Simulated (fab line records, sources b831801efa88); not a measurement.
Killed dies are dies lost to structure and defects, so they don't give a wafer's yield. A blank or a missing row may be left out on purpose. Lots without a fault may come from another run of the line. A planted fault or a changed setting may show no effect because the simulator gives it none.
Which tool did it? | flow gf180mcu | 14 lots, 42 wafers sampled, at 4 steps of a route of 602

WHAT THE GAUGES READ, wafer by wafer
GF_VT_IMPLANT_OVL_MEAS_29. Usual: VT_IMPLANT_02_OVL 0.0 nm, standard deviation 1.2.
lot  | measured     | on         | VT_IMPLANT_02_OVL (nm) | flag
L969 | day 6 18:05  | overlay-01 | -0.8 -0.7 -1.5         |
L970 | day 7 12:35  | overlay-02 | 0.5 -0.6 2.2           |
L971 | day 7 19:41  | overlay-02 | -1.6 0.4 -0.7          |
L972 | day 7 20:20  | overlay-01 | 2.4 0.5 2.3            |
L974 | day 8 06:51  | overlay-01 | 0.9 0.4 -0.8           |
L975 | day 8 14:14  | overlay-02 | -1.5 1.8 0.4           |
L978 | day 9 10:18  | overlay-01 | -1.6 0.7 -1.6          |
L980 | day 9 21:07  | overlay-02 | -1.0 1.0 0.5           |
L982 | day 10 15:29 | overlay-02 | 1.3 1.3 -0.4           |
L983 | day 10 21:00 | overlay-02 | 0.4 1.3 -0.5           |
L986 | day 11 18:52 | overlay-02 | 0.0 0.2 0.1            |
L987 | day 12 03:20 | overlay-02 | 0.6 0.2 -1.0           |
L988 | day 12 07:54 | overlay-01 | -0.3 -1.8 -0.3         |
L989 | day 12 13:59 | overlay-02 | 1.0 0.0 0.1            |

GF_POLY_GATE_CD_MEAS_10: target cd 280 nm. Usual: cd_nm 280.1 nm, standard deviation 1.2.
lot  | measured     | on        | cd_nm (nm)        | flag
L969 | day 8 23:26  | cd_sem-01 | 281.0 280.9 280.1 |
L970 | day 9 22:32  | cd_sem-02 | 281.0 279.7 280.9 |
L971 | day 10 05:40 | cd_sem-01 | 282.0 281.0 280.0 |
L972 | day 10 05:52 | cd_sem-01 | 280.5 281.2 281.7 |
L974 | day 10 16:13 | cd_sem-01 | 279.2 279.8 280.4 |
L975 | day 10 22:59 | cd_sem-01 | 278.9 278.1 277.4 |
L978 | day 11 23:37 | cd_sem-01 | 280.9 281.9 281.8 |
L980 | day 12 12:05 | cd_sem-02 | 281.0 281.2 280.8 |
L982 | day 13 06:56 | cd_sem-02 | 270.2 271.5 271.9 | OFF
L983 | day 13 12:52 | cd_sem-01 | 271.4 272.0 273.6 | OFF
L986 | day 14 14:04 | cd_sem-02 | 282.1 282.1 281.1 |
L987 | day 14 23:49 | cd_sem-02 | 278.9 278.6 279.2 |
L988 | day 15 04:54 | cd_sem-02 | 280.7 279.8 280.8 |
L989 | day 15 09:01 | cd_sem-02 | 278.3 278.3 279.6 |

GF_HV_LDD_OVL_MEAS_32. Usual: HV_LDD_02_OVL -1.2 nm, standard deviation 1.4.
lot  | measured     | on         | HV_LDD_02_OVL (nm) | flag
L969 | day 11 05:42 | overlay-02 | -1.3 -2.1 -0.1     |
L970 | day 12 07:23 | overlay-02 | -0.5 -0.3 -2.0     |
L971 | day 12 15:41 | overlay-01 | -1.0 -2.7 -1.5     |
L972 | day 12 16:37 | overlay-01 | 0.2 0.3 -0.2       |
L974 | day 13 05:34 | overlay-02 | -4.7 -4.6 -2.2     |
L975 | day 13 11:52 | overlay-02 | -0.6 -1.8 -0.5     |
L978 | day 14 15:23 | overlay-01 | 0.5 -0.8 -0.3      |
L980 | day 15 04:31 | overlay-01 | -0.6 -1.3 -1.9     |
L982 | day 16 01:28 | overlay-01 | 0.2 -2.1 -1.9      |
L983 | day 16 05:38 | overlay-02 | -3.0 -1.0 -0.4     |
L986 | day 17 09:11 | overlay-01 | -2.5 -1.4 -2.5     |
L987 | day 17 21:05 | overlay-01 | -1.9 -2.3 -2.8     |
L988 | day 18 03:03 | overlay-01 | 0.6 2.4 1.4        |
L989 | day 18 08:32 | overlay-02 | -2.2 -4.2 -2.6     |

WHICH TOOL RAN EACH LOT (tool, then ch and the chambers of the sampled wafers, then the start)
lot  | GF_POLY_GATE_SOFTBAKE_06
L969 | litho_track-03 ch 0, day 8 16:00
L970 | litho_track-02 ch 0, day 9 13:00
L971 | litho_track-03 ch 0, day 9 20:00
L972 | litho_track-04 ch 0, day 9 20:00
L974 | litho_track-04 ch 0, day 10 07:00
L975 | litho_track-03 ch 0, day 10 13:00
L978 | litho_track-03 ch 0, day 11 13:00
L980 | litho_track-02 ch 0, day 12 02:00
L982 | litho_track-04 ch 0, day 12 21:00
L983 | litho_track-04 ch 0, day 13 02:00
L986 | litho_track-03 ch 0, day 14 02:00
L987 | litho_track-03 ch 0, day 14 13:00
L988 | litho_track-03 ch 0, day 14 18:00
L989 | litho_track-02 ch 0, day 14 22:00
- GF_POLY_GATE_SOFTBAKE_06: time 60 s.

WHAT THE TOOLS THEMSELVES READ (means of the sampled wafers that have a number; where no wafer has one, the mark that the record gives instead)
GF_POLY_GATE_SOFTBAKE_06. Usual: heater_power_total_W 93.06 W, standard deviation 0.064; plate_temp_C 129.98 C, standard deviation 0.13.
lot  | tool           | heater_power_total_W (W) | plate_temp_C (C) | flag
L969 | litho_track-03 | 93.08                    | 129.95           |
L970 | litho_track-02 | 93.07                    | 129.96           |
L971 | litho_track-03 | 93.05                    | 130.10           |
L972 | litho_track-04 | 93.03                    | 129.93           |
L974 | litho_track-04 | 93.04                    | 130.04           |
L975 | litho_track-03 | 93.06                    | 129.96           |
L978 | litho_track-03 | 93.07                    | 129.90           |
L980 | litho_track-02 | 92.99                    | 129.93           |
L982 | litho_track-04 | 95.44                    | 132.54           | OFF
L983 | litho_track-04 | 95.42                    | 132.66           | OFF
L986 | litho_track-03 | 93.05                    | 129.94           |
L987 | litho_track-03 | 93.06                    | 129.94           |
L988 | litho_track-03 | 93.07                    | 129.96           |
L989 | litho_track-02 | 93.10                    | 129.98           |

THE ANSWER, worked out from the rows above alone
Rule: a lot is off if the mean of its wafers that have a number lies more than 3 standard deviations from the usual mean. A lot without any number at a reading at which 4 lots or more have one is off too. The other lots that the step has rows for count as sound. The gauges are gone through in route order, then the tools' own readings, and for those a lot's mean is taken as printed above. The first step at which some lot is off is used, and at that step the reading that is off furthest; a lot without a number counts as furthest.
Off: L982, L983, at GF_POLY_GATE_CD_MEAS_10 (cd_nm).
A tool fits if, at a process step before that reading, it ran every lot that is off, and no sound lot after the first of them. The gauges at GF_POLY_GATE_CD_MEAS_10 aren't tried: what is off there is off at GF_POLY_GATE_SOFTBAKE_06 too, on other tools, and a gauge's error can't cause that. One fits: litho_track-04 at GF_POLY_GATE_SOFTBAKE_06. Its last sound lot is L974 (day 10 07:00), its first lot that is off L982 (day 12 21:00): a fault that began between those two fits.
The tool's own readings at GF_POLY_GATE_SOFTBAKE_06 bear it out: on the lots that are off they differ by more than 5 times the standard deviation of the sound lots' means. heater_power_total_W reads 95.43 W there against 93.06 W on the sound lots; plate_temp_C reads 132.60 C there against 129.97 C on the sound lots.

WHAT THE SIMULATOR HAD PUT IN
Process parameter drift: litho_track-04, from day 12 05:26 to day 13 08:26, at GF_POLY_GATE_SOFTBAKE_06. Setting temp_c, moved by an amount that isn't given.
Lots struck among those shown: L982, L983. The rule above found the same.
